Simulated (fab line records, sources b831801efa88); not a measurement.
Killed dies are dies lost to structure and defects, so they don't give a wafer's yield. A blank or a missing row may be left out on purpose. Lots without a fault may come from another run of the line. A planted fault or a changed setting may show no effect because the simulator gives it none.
Tool commonality check | flow sky130 | 11 lots, 33 wafers sampled

WHY IT WAS OPENED
At SKY_VT_ADJUST_HVTP_TW_MEAS_11 the reading VT_ADJUST_HVTP_TW is flagged on 2 of 11 lots. Wafers without a fault read 1358, standard deviation 6.1.
Rule: a lot is flagged when every wafer of it that has a number lies more than 4 standard deviations from that mean, or none has a number. The other lots count as sound.

lot  | measured     | on            | VT_ADJUST_HVTP_TW, wafer by wafer | flag
L928 | day 7 07:40  | film_metro-03 | 1351 1360 1356                    |
L929 | day 7 16:29  | film_metro-03 | 1361 1357 1359                    |
L930 | day 7 19:29  | film_metro-04 | 1358 1361 1355                    |
L933 | day 8 15:48  | film_metro-04 | 1328 1330 1322                    | FLAGGED
L934 | day 8 21:39  | film_metro-03 | 1332 1328 1324                    | FLAGGED
L935 | day 9 06:36  | film_metro-04 | 1358 1354 1361                    |
L941 | day 10 18:39 | film_metro-04 | 1371 1360 1366                    |
L944 | day 11 11:36 | film_metro-04 | 1362 1369 1357                    |
L945 | day 11 17:31 | film_metro-04 | 1365 1371 1376                    |
L946 | day 11 22:06 | film_metro-02 | 1357 1353 1360                    |
L947 | day 12 04:28 | film_metro-02 | 1355 1355 1359                    |
The numbers of the flagged lots are 1327 on average: -31 against the usual, or -5 standard deviations.

WHICH TOOL RAN EACH LOT
The record holds 4 process steps before the reading, out of a route of 708 steps. In each cell: the tool, then ch and the chambers that the sampled wafers went through, then the start.
lot  | flag    | SKY_FIELD_ISO_ETCH_15             | SKY_FIELD_ISO_STRIP_16              | SKY_NWELL_STRIP_25                   | SKY_VT_ADJUST_HVTP_IMPLANT_09
L928 |         | rie_diel-01 ch 0,2,3, day 3 03:07 | plasma_asher-03 ch 1, day 3 03:10   | plasma_asher-02 ch 0,1, day 6 11:44  | implanter-02 ch 0, day 7 07:25
L929 |         | rie_diel-03 ch 0,1,2, day 3 08:19 | plasma_asher-01 ch 0,1, day 3 08:24 | plasma_asher-03 ch 0,1, day 6 19:29  | implanter-03 ch 0, day 7 16:16
L930 |         | rie_diel-01 ch 0,2, day 3 11:07   | plasma_asher-01 ch 0,1, day 3 11:10 | plasma_asher-02 ch 0,1, day 6 22:14  | implanter-01 ch 0, day 7 19:14
L933 | FLAGGED | rie_diel-03 ch 0,1,3, day 4 04:49 | plasma_asher-03 ch 0,1, day 4 04:52 | plasma_asher-01 ch 0,1, day 7 17:29  | implanter-01 ch 0, day 8 15:33
L934 | FLAGGED | rie_diel-03 ch 1,2,3, day 4 10:28 | plasma_asher-01 ch 0,1, day 4 10:32 | plasma_asher-01 ch 0,1, day 8 00:17  | implanter-01 ch 0, day 8 21:24
L935 |         | rie_diel-04 ch 1,2,3, day 4 18:37 | plasma_asher-03 ch 0,1, day 4 18:41 | plasma_asher-01 ch 0,1, day 8 08:17  | implanter-03 ch 0, day 9 06:21
L941 |         | rie_diel-04 ch 0,1,3, day 6 00:19 | plasma_asher-03 ch 0,1, day 6 00:23 | plasma_asher-03 ch 0,1, day 9 19:05  | implanter-03 ch 0, day 10 18:24
L944 |         | rie_diel-03 ch 0,3, day 6 13:55   | plasma_asher-03 ch 0,1, day 6 13:59 | plasma_asher-03 ch 0,1, day 10 12:20 | implanter-03 ch 0, day 11 11:21
L945 |         | rie_diel-03 ch 0,1,3, day 6 18:13 | plasma_asher-01 ch 0,1, day 6 18:16 | plasma_asher-01 ch 0,1, day 10 17:47 | implanter-03 ch 0, day 11 17:16
L946 |         | rie_diel-01 ch 1,2,3, day 7 00:43 | plasma_asher-04 ch 0,1, day 7 00:46 | plasma_asher-03 ch 0,1, day 10 22:05 | implanter-01 ch 0, day 11 21:51
L947 |         | rie_diel-01 ch 1,3, day 7 06:04   | plasma_asher-04 ch 0,1, day 7 06:07 | plasma_asher-01 ch 0,1, day 11 04:11 | implanter-03 ch 0, day 12 04:13
What these steps do:
- SKY_FIELD_ISO_ETCH_15: etches the open film in CHF3/O2, stops on Si, target depth 180 nm, time 72 s.
- SKY_FIELD_ISO_STRIP_16: strips in O2/N2.
- SKY_NWELL_STRIP_25: strips in O2/N2.
- SKY_VT_ADJUST_HVTP_IMPLANT_09
- SKY_VT_ADJUST_HVTP_TW_MEAS_11

FLAGGED OVER TOTAL, TOOL BY TOOL (the gauges that took the reading come last)
step                          | tool            | lots run | flagged | share of the flagged lots | sound lots run after its first flagged lot
SKY_FIELD_ISO_ETCH_15         | rie_diel-01     | 4        | 0       | none                      | -
SKY_FIELD_ISO_ETCH_15         | rie_diel-03     | 5        | 2       | all                       | 2 (L944,L945)
SKY_FIELD_ISO_ETCH_15         | rie_diel-04     | 2        | 0       | none                      | -
SKY_FIELD_ISO_STRIP_16        | plasma_asher-01 | 4        | 1       | some                      | 1 (L945)
SKY_FIELD_ISO_STRIP_16        | plasma_asher-03 | 5        | 1       | some                      | 3 (L935,L941,L944)
SKY_FIELD_ISO_STRIP_16        | plasma_asher-04 | 2        | 0       | none                      | -
SKY_NWELL_STRIP_25            | plasma_asher-01 | 5        | 2       | all                       | 3 (L935,L945,L947)
SKY_NWELL_STRIP_25            | plasma_asher-02 | 2        | 0       | none                      | -
SKY_NWELL_STRIP_25            | plasma_asher-03 | 4        | 0       | none                      | -
SKY_VT_ADJUST_HVTP_IMPLANT_09 | implanter-01    | 4        | 2       | all                       | 1 (L946)
SKY_VT_ADJUST_HVTP_IMPLANT_09 | implanter-02    | 1        | 0       | none                      | -
SKY_VT_ADJUST_HVTP_IMPLANT_09 | implanter-03    | 6        | 0       | none                      | -
SKY_VT_ADJUST_HVTP_TW_MEAS_11 | film_metro-02   | 2        | 0       | none                      | -
SKY_VT_ADJUST_HVTP_TW_MEAS_11 | film_metro-03   | 3        | 1       | some                      | 0
SKY_VT_ADJUST_HVTP_TW_MEAS_11 | film_metro-04   | 6        | 1       | some                      | 4 (L935,L941,L944,L945)

WHAT THE TABLE ALLOWS
3 rows of the table ran every flagged lot: rie_diel-03 at SKY_FIELD_ISO_ETCH_15, plasma_asher-01 at SKY_NWELL_STRIP_25, implanter-01 at SKY_VT_ADJUST_HVTP_IMPLANT_09.
- rie_diel-03 at SKY_FIELD_ISO_ETCH_15: 2 of its 5 lots flagged. Sound lots ran on it after the first flagged one (L944, L945), which a lasting fault on the whole tool wouldn't allow.
- plasma_asher-01 at SKY_NWELL_STRIP_25: 2 of its 5 lots flagged. Sound lots ran on it after the first flagged one (L935, L945, L947), which a lasting fault on the whole tool wouldn't allow.
- implanter-01 at SKY_VT_ADJUST_HVTP_IMPLANT_09: 2 of its 4 lots flagged. Sound lots ran on it after the first flagged one (L946), which a lasting fault on the whole tool wouldn't allow. Its own readings lie more than 4 standard deviations out on every wafer of the flagged lots: beam_energy_keV.
No row of the table ran every flagged lot and no sound lot after the first.

WHAT THE SIMULATOR HAD PUT IN
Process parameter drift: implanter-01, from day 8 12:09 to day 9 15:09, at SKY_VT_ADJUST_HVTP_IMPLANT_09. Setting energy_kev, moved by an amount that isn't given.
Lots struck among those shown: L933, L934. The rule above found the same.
